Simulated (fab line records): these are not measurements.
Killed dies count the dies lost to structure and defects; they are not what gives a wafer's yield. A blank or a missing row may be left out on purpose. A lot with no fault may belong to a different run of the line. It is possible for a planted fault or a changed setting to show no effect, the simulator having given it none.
The tool behind it: which one? + flow gf180mcu + 14 lots with 41 wafers sampled at 4 steps, on a route of 602 steps

WHAT EACH GAUGE READ, for each wafer
GF_VT_IMPLANT_TW_MEAS_10.
| lot  | measured     | on            | VT_IMPLANT_TW |
|------|--------------|---------------|---------------|
| L238 | day 5 18:19  | film_metro-04 | 572 570 571   |
| L239 | day 5 22:09  | film_metro-01 | 566 566 565   |
| L240 | day 6 03:01  | film_metro-02 | 564 563 564   |
| L241 | day 6 11:08  | film_metro-04 | 571 567 567   |
| L242 | day 6 20:07  | film_metro-02 | 565 563 564   |
| L243 | day 7 01:14  | film_metro-01 | 569 570 569   |
| L245 | day 7 11:50  | film_metro-02 | 562 561 564   |
| L246 | day 7 19:08  | film_metro-04 | 572 571 568   |
| L247 | day 8 01:11  | film_metro-04 | 571 571       |
| L250 | day 8 20:41  | film_metro-01 | 572 569 573   |
| L258 | day 10 21:45 | film_metro-02 | 565 562 566   |
| L259 | day 11 05:17 | film_metro-01 | 567 565 565   |
| L260 | day 11 13:37 | film_metro-01 | 571 568 569   |
| L261 | day 11 15:54 | film_metro-04 | 574 572 571   |

GF_HV_LDD_THK_MEAS_55.
| lot  | measured     | on            | HV_LDD_CVD_54_THK (nm) |
|------|--------------|---------------|------------------------|
| L238 | day 12 08:41 | film_metro-02 | 10.04 9.98 10.08       |
| L239 | day 12 18:02 | film_metro-03 | 9.92 10.02 10.01       |
| L240 | day 13 01:36 | film_metro-02 | 9.92 9.97 10.01        |
| L241 | day 13 07:58 | film_metro-02 | 10.11 10.15 10.19      |
| L242 | day 14 03:41 | film_metro-03 | 9.95 9.96 10.00        |
| L243 | day 14 03:50 | film_metro-04 | 9.99 9.96 10.01        |
| L245 | day 15 14:11 | film_metro-03 | 9.98 10.03 9.89        |
| L246 | day 15 13:53 | film_metro-04 | 9.73 9.78 9.69         |
| L247 | day 16 10:41 | film_metro-03 | 9.88 9.67              |
| L250 | day 17 09:37 | film_metro-04 | 9.90 9.98 9.85         |
| L258 | day 19 08:06 | film_metro-04 | 9.79 9.77 9.79         |
| L259 | day 19 15:17 | film_metro-04 | 10.09 10.08 10.07      |
| L260 | day 20 04:50 | film_metro-03 | 9.70 9.74 9.75         |
| L261 | day 20 06:52 | film_metro-02 | 10.00 10.00 10.06      |

EACH LOT AND THE TOOL THAT RAN IT (in order: tool; ch and the chambers of the sampled wafers; start)
| lot  | GF_POLY_GATE_ETCH_13             | GF_POLY_GATE_STRIP_14                |
|------|----------------------------------|--------------------------------------|
| L238 | rie_si-02 ch 1,2,3, day 9 05:20  | plasma_asher-01 ch 0,1, day 9 05:23  |
| L239 | rie_si-02 ch 1,2,3, day 9 13:20  | plasma_asher-02 ch 0,1, day 9 13:23  |
| L240 | rie_si-01 ch 1,3, day 9 21:17    | plasma_asher-04 ch 0,1, day 9 21:23  |
| L241 | rie_si-01 ch 1,2,3, day 10 03:03 | plasma_asher-01 ch 0,1, day 10 03:07 |
| L242 | rie_si-02 ch 0,1,3, day 10 13:30 | plasma_asher-01 ch 0,1, day 10 13:34 |
| L243 | rie_si-02 ch 0,1,2, day 10 18:05 | plasma_asher-04 ch 0,1, day 10 18:08 |
| L245 | rie_si-01 ch 1,2, day 11 13:52   | plasma_asher-04 ch 0, day 11 13:55   |
| L246 | rie_si-02 ch 1,2,3, day 11 21:55 | plasma_asher-02 ch 0,1, day 11 21:58 |
| L247 | rie_si-01 ch 1,3, day 12 14:57   | plasma_asher-02 ch 0,1, day 12 15:00 |
| L250 | rie_si-01 ch 0,1,2, day 13 11:44 | plasma_asher-01 ch 0,1, day 13 11:47 |
| L258 | rie_si-02 ch 2,3, day 15 05:24   | plasma_asher-04 ch 0,1, day 15 05:27 |
| L259 | rie_si-02 ch 2,3, day 15 13:27   | plasma_asher-04 ch 0,1, day 15 13:30 |
| L260 | rie_si-01 ch 1,2, day 16 00:45   | plasma_asher-01 ch 0,1, day 16 00:50 |
| L261 | rie_si-01 ch 0,1,2, day 16 02:57 | plasma_asher-02 ch 0,1, day 16 03:02 |
- GF_POLY_GATE_ETCH_13: etches poly-Si in HBr/Cl2, stops on SiO2, target depth 198.5 nm, time 69.6 s.
- GF_POLY_GATE_STRIP_14: strips in O2/N2.

WHAT THE TOOLS THEMSELVES READ (means of the sampled wafers that have a number; where no wafer has one, the mark that the record gives instead)
GF_POLY_GATE_ETCH_13.
| lot  | tool      | drypump_motor_current_A (A) | oes_product_au (a.u.) | run_length_s (s) | throttle_valve_pct (%) |
|------|-----------|-----------------------------|-----------------------|------------------|------------------------|
| L238 | rie_si-02 | 5.5                         | 0.976                 | 97.6             | 33.692                 |
| L239 | rie_si-02 | 5.4                         | 0.985                 | 97.8             | 33.688                 |
| L240 | rie_si-01 | 6.2                         | 0.995                 | 98.0             | 33.678                 |
| L241 | rie_si-01 | 6.1                         | 0.991                 | 97.8             | 33.688                 |
| L242 | rie_si-02 | 5.9                         | 0.977                 | 97.5             | 33.689                 |
| L243 | rie_si-02 | 5.8                         | 0.986                 | 97.9             | 33.672                 |
| L245 | rie_si-01 | 6.0                         | 0.987                 | 97.5             | 33.685                 |
| L246 | rie_si-02 | 5.4                         | 0.992                 | 97.7             | 33.684                 |
| L247 | rie_si-01 | 6.2                         | 0.986                 | 96.1             | 33.695                 |
| L250 | rie_si-01 | 6.1                         | 0.996                 | 96.7             | 33.688                 |
| L258 | rie_si-02 | 5.4                         | 0.985                 | 97.9             | 33.679                 |
| L259 | rie_si-02 | 5.4                         | 0.979                 | 97.7             | 33.684                 |
| L260 | rie_si-01 | 6.1                         | 0.988                 | 97.6             | 33.684                 |
| L261 | rie_si-01 | 6.1                         | 0.986                 | 98.0             | 33.683                 |

GF_POLY_GATE_STRIP_14.
| lot  | tool            | drypump_motor_current_A (A) | heater_power_w (W) | o2_flow_sccm (sccm) | oes_product_au (a.u.) |
|------|-----------------|-----------------------------|--------------------|---------------------|-----------------------|
| L238 | plasma_asher-01 | 5.4                         | 307                | 2997                | 0.501                 |
| L239 | plasma_asher-02 | 6.1                         | 352                | 3006                | 0.503                 |
| L240 | plasma_asher-04 | 5.6                         | 295                | 3000                | 0.504                 |
| L241 | plasma_asher-01 | 5.4                         | 305                | 3001                | 0.506                 |
| L242 | plasma_asher-01 | 5.4                         | 308                | 3007                | 0.510                 |
| L243 | plasma_asher-04 | 5.5                         | 309                | 3000                | 0.505                 |
| L245 | plasma_asher-04 | 5.3                         | 319                | 2993                | 0.504                 |
| L246 | plasma_asher-02 | 6.1                         | 352                | 3002                | 0.508                 |
| L247 | plasma_asher-02 | 6.2                         | 360                | 3000                | 0.502                 |
| L250 | plasma_asher-01 | 5.4                         | 305                | 3000                | 0.509                 |
| L258 | plasma_asher-04 | 5.5                         | 304                | 3002                | 0.504                 |
| L259 | plasma_asher-04 | 5.6                         | 291                | 3008                | 0.506                 |
| L260 | plasma_asher-01 | 5.4                         | 292                | 3000                | 0.499                 |
| L261 | plasma_asher-02 | 6.1                         | 349                | 2993                | 0.504                 |

THE ANSWER, worked out from the rows above alone
Rule: usual is defined by the lots themselves. Put in order of their means at a reading, lots are off if they are a third of the lots or fewer, leave a main group of 4 or more, and stand apart from it by a gap of 3 or more times the standard deviation of the main group's means; of several such gaps the widest counts. A main group is skipped when, at the precision printed for the reading in the tables above, its means are all equal. Also off: a lot with no number at a reading for which 4 or more lots have one. Any other lot the step has rows for is counted as sound. After the gauges, taken in route order, come the tools' own readings; for these a lot's mean is taken, as printed above. The first step at which some lot is off is used, and at that step the reading that is off furthest; a lot without a number counts as furthest.
Off at GF_POLY_GATE_ETCH_13 (run_length_s): L247, L250. The main group: mean 97.8 s, standard deviation 0.17.
A tool fits if, at that step or a process step before it, it ran every lot that is off, and no sound lot after the first of them. Of those tried, none fits.

WHAT THE SIMULATOR HAD PUT IN
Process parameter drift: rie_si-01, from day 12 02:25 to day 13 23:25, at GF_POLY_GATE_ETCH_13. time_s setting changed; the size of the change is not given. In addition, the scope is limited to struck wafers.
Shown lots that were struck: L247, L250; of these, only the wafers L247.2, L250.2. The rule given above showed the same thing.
